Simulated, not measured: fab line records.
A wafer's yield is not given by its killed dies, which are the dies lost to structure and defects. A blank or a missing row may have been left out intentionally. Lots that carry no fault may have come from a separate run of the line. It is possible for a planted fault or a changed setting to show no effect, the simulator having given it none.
Problem report, 8D (eight disciplines) form, completed by code ; flow sky130 ; the parts of the form that need people (team, actions taken, sign-off) are left out

## 1. WHAT IS WRONG
run_length_s at SKY_FIELD_ISO_WET_ETCH_30 reads a mean of 102.8 s on 6 wafers of 2 lots; wafers without a fault read 78.8 s with a standard deviation of 2.8. Relative to the usual mean, that is a shift of +8.6 standard deviations.
The step: etches SiO2 in dHF, target depth 25 nm, time 50 s.
The first sign was on wafer L628.1 at day 6 13:16, on wet_bench-01. At this step, 39 wafers from 13 lots have a number in the record. Rule for "out" (also "out of limits"): further than 4 standard deviations from the usual mean. All remaining wafers that have a number are taken as sound.

## 2. WHAT IT IS, WHAT IT ISN'T
question;is;is not
which readings at this step;run_length_s;-
which lots;L627, L628;L611, L613, L615, L616, L617, L618, L619, L622, L624, L629, L633
which wafers of those lots;all that have a number;-
read on which tools;wet_bench-01;wet_bench-03, wet_bench-04
when;from day 6 13:16;"up to then (27 sound wafers); but 6 sound wafers of L629, L633 came after"

## 3. WHAT RULES OUT EACH SUSPECT
Counting: any tool at a process step up to the reading is kept as a suspect provided that every lot that is out went through it and no sound lot did after the first of them.
- wet_bench-01 at SKY_FIELD_ISO_WET_ETCH_30 (etches SiO2 in dHF, target depth 25 nm, time 50 s): kept. Every lot that is out went through it, starting with L628 (day 6 13:16), and after that it ran no sound lot; the last sound lot it ran before then is L619 (day 4 13:25). Its own readings are out on those wafers: run_length_s.
The count leaves wet_bench-01 at SKY_FIELD_ISO_WET_ETCH_30.

## 4. THE CAUSE (what the simulator had put in)
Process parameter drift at SKY_FIELD_ISO_WET_ETCH_30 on wet_bench-01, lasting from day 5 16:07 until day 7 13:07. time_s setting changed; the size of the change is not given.
Only this tool survived the counting.

## 5. THE CHAIN OF EFFECTS, in route order
Rows list readings where the struck wafers' mean (over those with a number) sits beyond 3 standard deviations from the usual. Readings are gone through only where the record gives a usual standard deviation; hours: the median, over the lots, of the time from a lot's start at the first step in this table giving one to that lot's start at this step; sigmas: the change measured in usual standard deviations.
hours;step;reading;usual;on struck wafers;change;sigmas
0;SKY_FIELD_ISO_WET_ETCH_30;run_length_s;78.8 s;102.8;+24.0;+8.6
Here are the process steps it includes:
- SKY_FIELD_ISO_WET_ETCH_30: etches SiO2 in dHF, target depth 25 nm, time 50 s.
At these later measuring or inspecting steps, every struck wafer for which the step has a row has a number for every such reading, and none has moved that far: SKY_PWDE_TW_MEAS_10.

## 6. HOW IT WOULD HAVE BEEN CAUGHT EARLIER
First out-of-limits reading in this record: day 6 13:16, which is 21 hours after fault onset at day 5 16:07.
